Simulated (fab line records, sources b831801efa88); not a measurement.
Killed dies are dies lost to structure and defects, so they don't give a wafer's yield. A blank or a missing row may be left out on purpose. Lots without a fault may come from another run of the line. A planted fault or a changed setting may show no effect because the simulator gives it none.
Which tool did it? | flow sky130 | 11 lots, 33 wafers sampled, at 4 steps of a route of 708

WHAT THE GAUGES READ, wafer by wafer
SKY_METAL1_RS_MEAS_05: measures by four-point-probe. Usual: METAL1_ALCU_RS 0.1263 ohm/sq, standard deviation 0.0012.
lot  | measured     | on            | METAL1_ALCU_RS (ohm/sq) | flag
L550 | day 31 15:49 | film_metro-03 | 0.1232 0.1247 0.1248    |
L553 | day 32 19:13 | film_metro-03 | 0.1264 0.1278 0.1277    |
L557 | day 33 21:59 | film_metro-02 | 0.1281 0.1271 0.1275    |
L558 | day 34 09:16 | film_metro-02 | 0.1252 0.1256 0.1257    |
L566 | day 37 15:05 | film_metro-02 | 0.1272 0.1274 0.1263    |
L567 | day 37 23:07 | film_metro-03 | 0.1263 0.1257 0.1254    |
L568 | day 38 04:10 | film_metro-02 | 0.1276 0.1268 0.1254    |
L570 | day 38 17:44 | film_metro-04 | 0.1275 0.1284 0.1279    |
L569 | day 38 18:26 | film_metro-04 | 0.1253 0.1263 0.1276    |
L571 | day 38 19:32 | film_metro-02 | 0.1273 0.1265 0.1269    |
L572 | day 40 09:01 | film_metro-03 | 0.1260 0.1254 0.1256    |

SKY_METAL1_CD_MEAS_15: target cd 140 nm. Usual: cd_nm 140.2 nm, standard deviation 1.4.
lot  | measured     | on        | cd_nm (nm)        | flag
L550 | day 32 18:49 | cd_sem-01 | 141.4 141.9 141.2 |
L553 | day 33 22:11 | cd_sem-02 | 140.0 140.8 140.9 |
L557 | day 35 00:49 | cd_sem-01 | 139.8 138.9 137.6 |
L558 | day 35 11:32 | cd_sem-02 | 139.8 141.4 139.4 |
L566 | day 38 16:20 | cd_sem-01 | 138.8 138.3 139.2 |
L567 | day 39 00:14 | cd_sem-02 | 138.8 138.5 140.5 |
L568 | day 39 05:41 | cd_sem-02 | 142.4 142.8 141.9 |
L570 | day 39 18:52 | cd_sem-01 | 140.1 139.8 140.0 |
L569 | day 39 19:08 | cd_sem-02 | 139.9 139.8 140.3 |
L571 | day 39 19:46 | cd_sem-01 | 141.2 139.4 140.7 |
L572 | day 41 09:53 | cd_sem-02 | 140.9 141.0 141.2 |

SKY_VIA1_THK_MEAS_01. Usual: VIA1_HDPCVD_THK 1031 nm, standard deviation 10.
lot  | measured     | on            | VIA1_HDPCVD_THK (nm) | flag
L550 | day 32 19:52 | film_metro-04 | 1018 1043 1022       |
L553 | day 33 23:14 | film_metro-04 | 1033 1039 1023       |
L557 | day 35 01:52 | film_metro-04 | 1016 1041 890        | OFF
L558 | day 35 12:34 | film_metro-03 | 1038 1029 1026       |
L566 | day 38 17:23 | film_metro-03 | 1024 1020 1025       |
L567 | day 39 01:16 | film_metro-01 | 1032 1046 1036       |
L568 | day 39 06:44 | film_metro-01 | 1021 1031 1016       |
L570 | day 39 19:58 | film_metro-04 | 1046 1054 1033       |
L569 | day 39 20:17 | film_metro-01 | 1028 1036 1045       |
L571 | day 39 20:55 | film_metro-01 | 1015 1027 1036       |
L572 | day 41 10:57 | film_metro-01 | 1060 1042 1058       |

WHICH TOOL RAN EACH LOT (tool, then ch and the chambers of the sampled wafers, then the start)
lot  | SKY_VIA1_HDPCVD_00
L550 | hdpcvd-02 ch 0,1, day 32 19:45
L553 | hdpcvd-02 ch 0,1,2, day 33 23:07
L557 | hdpcvd-02 ch 0,1,2, day 35 01:44
L558 | hdpcvd-01 ch 0,1, day 35 12:27
L566 | hdpcvd-01 ch 0,1,2, day 38 17:16
L567 | hdpcvd-02 ch 0,1,2, day 39 01:08
L568 | hdpcvd-01 ch 0,2, day 39 06:37
L570 | hdpcvd-02 ch 1,2, day 39 19:50
L569 | hdpcvd-01 ch 0,1,2, day 39 20:10
L571 | hdpcvd-01 ch 0,1,2, day 39 20:49
L572 | hdpcvd-02 ch 0,2, day 41 10:50
- SKY_VIA1_HDPCVD_00: deposits SiO2, target thk 1030 nm, time 171.7 s.

WHAT THE TOOLS THEMSELVES READ (means of the sampled wafers that have a number; where no wafer has one, the mark that the record gives instead)
SKY_VIA1_HDPCVD_00. Usual: sih4_flow_sccm 60.02 sccm, standard deviation 0.19.
lot  | tool      | sih4_flow_sccm (sccm) | flag
L550 | hdpcvd-02 | 60.05                 |
L553 | hdpcvd-02 | 60.04                 |
L557 | hdpcvd-02 | 57.13                 | OFF
L558 | hdpcvd-01 | 59.75                 |
L566 | hdpcvd-01 | 59.87                 |
L567 | hdpcvd-02 | 59.91                 |
L568 | hdpcvd-01 | 60.04                 |
L570 | hdpcvd-02 | 60.06                 |
L569 | hdpcvd-01 | 59.88                 |
L571 | hdpcvd-01 | 59.91                 |
L572 | hdpcvd-02 | 60.05                 |

THE ANSWER, worked out from the rows above alone
Rule: a lot is off if the mean of its wafers that have a number lies more than 3 standard deviations from the usual mean. A lot without any number at a reading at which 4 lots or more have one is off too. The other lots that the step has rows for count as sound. The gauges are gone through in route order, then the tools' own readings, and for those a lot's mean is taken as printed above. The first step at which some lot is off is used, and at that step the reading that is off furthest; a lot without a number counts as furthest.
Off: L557, at SKY_VIA1_THK_MEAS_01 (VIA1_HDPCVD_THK).
A tool fits if, at a process step before that reading, it ran every lot that is off, and no sound lot after the first of them. The gauges at SKY_VIA1_THK_MEAS_01 aren't tried: what is off there is off at SKY_VIA1_HDPCVD_00 too, on other tools, and a gauge's error can't cause that. None of those tried fits.

WHAT THE SIMULATOR HAD PUT IN
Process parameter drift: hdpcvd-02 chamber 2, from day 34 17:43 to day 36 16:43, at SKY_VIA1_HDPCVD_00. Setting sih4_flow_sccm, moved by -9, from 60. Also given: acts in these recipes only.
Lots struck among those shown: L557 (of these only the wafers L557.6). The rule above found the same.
